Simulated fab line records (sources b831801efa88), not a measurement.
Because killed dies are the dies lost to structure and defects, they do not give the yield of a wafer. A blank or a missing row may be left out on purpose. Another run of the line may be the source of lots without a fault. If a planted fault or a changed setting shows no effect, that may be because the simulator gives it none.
One fault seen from 2 desks + flow gf180mcu + numbers are kept per desk, each desk with only its own; the story behind them comes last

== THE TOOL OWNER'S DESK: implanter-01 ==
GF_NWELL_IMPLANT_08, tool's own readings: per-lot mean of the sampled wafers with a number, covering each lot this tool ran. Any lot whose mean is over 4 standard deviations away from the usual mean is out of limits and marked OUT; that distance is given in the brackets.
Columns: A = beamOnS at GF_NWELL_IMPLANT_08, usual 10.00 s; B = doseIonsCm2 at GF_NWELL_IMPLANT_08, usual 1.4999e+13; C = faradayCurrentUA at GF_NWELL_IMPLANT_08, usual 84.6
| lot  | first seen here | A                       | B                            | C               |
|------|-----------------|-------------------------|------------------------------|-----------------|
| L181 | day 3 06:49     | 10.05                   | 1.4993e+13                   | 84.1            |
| L192 | day 5 21:25     | 10.15                   | 1.5011e+13                   | 83.5            |
| L195 | day 6 11:52     | 10.03                   | 1.4989e+13                   | 84.1            |
| L196 | day 6 20:29     | 52.33 (+99 or more) OUT | 1.2628e+14 (+99 or more) OUT | 136.2 (+30) OUT |
| L202 | day 8 01:47     | 51.97 (+99 or more) OUT | 1.2631e+14 (+99 or more) OUT | 137.0 (+31) OUT |
This desk finds L196, L202 out of limits, L196 being first, at day 6 20:29 (beamOnS at GF_NWELL_IMPLANT_08). Within limits: L181, L192, L195.

== METROLOGY DESK ==
Lot by lot, what the gauges showed, no matter which tool ran the lot: averages of those sampled wafers that carry a number. Any lot whose mean is over 4 standard deviations away from the usual mean is out of limits and marked OUT; that distance is given in the brackets.
Columns: A = STI_CVD_23_THK at GF_STI_THK_MEAS_24, usual 648 nm; B = DNWELL_TW at GF_DNWELL_TW_MEAS_09, usual 1350; C = NWELL_TW at GF_NWELL_TW_MEAS_11, usual 1574; D = NWELL_RS at GF_VT_IMPLANT_RS_MEAS_47, usual 488.2 ohm/sq
| lot  | first seen here | A   | B    | C              | D                       |
|------|-----------------|-----|------|----------------|-------------------------|
| L181 | day 2 03:35     | 657 | 1333 | 1564           | 487.6                   |
| L184 | day 2 18:53     | 647 | 1351 | 1558           | 487.1                   |
| L188 | day 3 16:57     | 647 | 1339 | 1600           | 488.0                   |
| L191 | day 4 06:49     | 656 | 1326 | 1549           | 488.6                   |
| L192 | day 4 12:00     | 643 | 1334 | 1553           | 488.4                   |
| L193 | day 4 17:52     | 643 | 1363 | 1568           | 489.2                   |
| L195 | day 5 03:58     | 653 | 1330 | 1565           | 490.8                   |
| L196 | day 5 12:13     | 637 | 1377 | 3046 (+74) OUT | 185.1 (-99 or more) OUT |
| L197 | day 5 13:55     | 638 | 1360 | 1561           | 487.1                   |
| L199 | day 6 01:17     | 657 | 1347 | 1554           | 486.6                   |
| L202 | day 6 16:00     | 641 | 1369 | 2967 (+70) OUT | 185.1 (-99 or more) OUT |
| L204 | day 7 02:43     | 645 | 1339 | 1596           | 488.2                   |
This desk finds L196, L202 out of limits, with the earliest case on L196 at day 6 20:53 (NWELL_TW at GF_NWELL_TW_MEAS_11). Within limits: L181, L184, L188, L191, L192, L193, L195, L197, L199, L204.

== PUT TOGETHER ==
The tool owner's desk could have raised an alarm at day 6 20:29, on L196, L202.
On L196, L202, the metrology desk was in a position to raise an alarm at day 6 20:53.
All the named lots went through GF_NWELL_IMPLANT_08 on implanter-01.

== WHAT WAS PUT IN BY THE SIMULATOR ==
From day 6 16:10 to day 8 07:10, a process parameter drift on implanter-01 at GF_NWELL_IMPLANT_08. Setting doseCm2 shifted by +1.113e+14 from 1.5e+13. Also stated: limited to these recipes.
Struck lots among those shown: L196, L202.
Counting hours from when the fault started, the first reading out of limits came at 4 for the tool owner's desk and at 5 for the metrology desk.
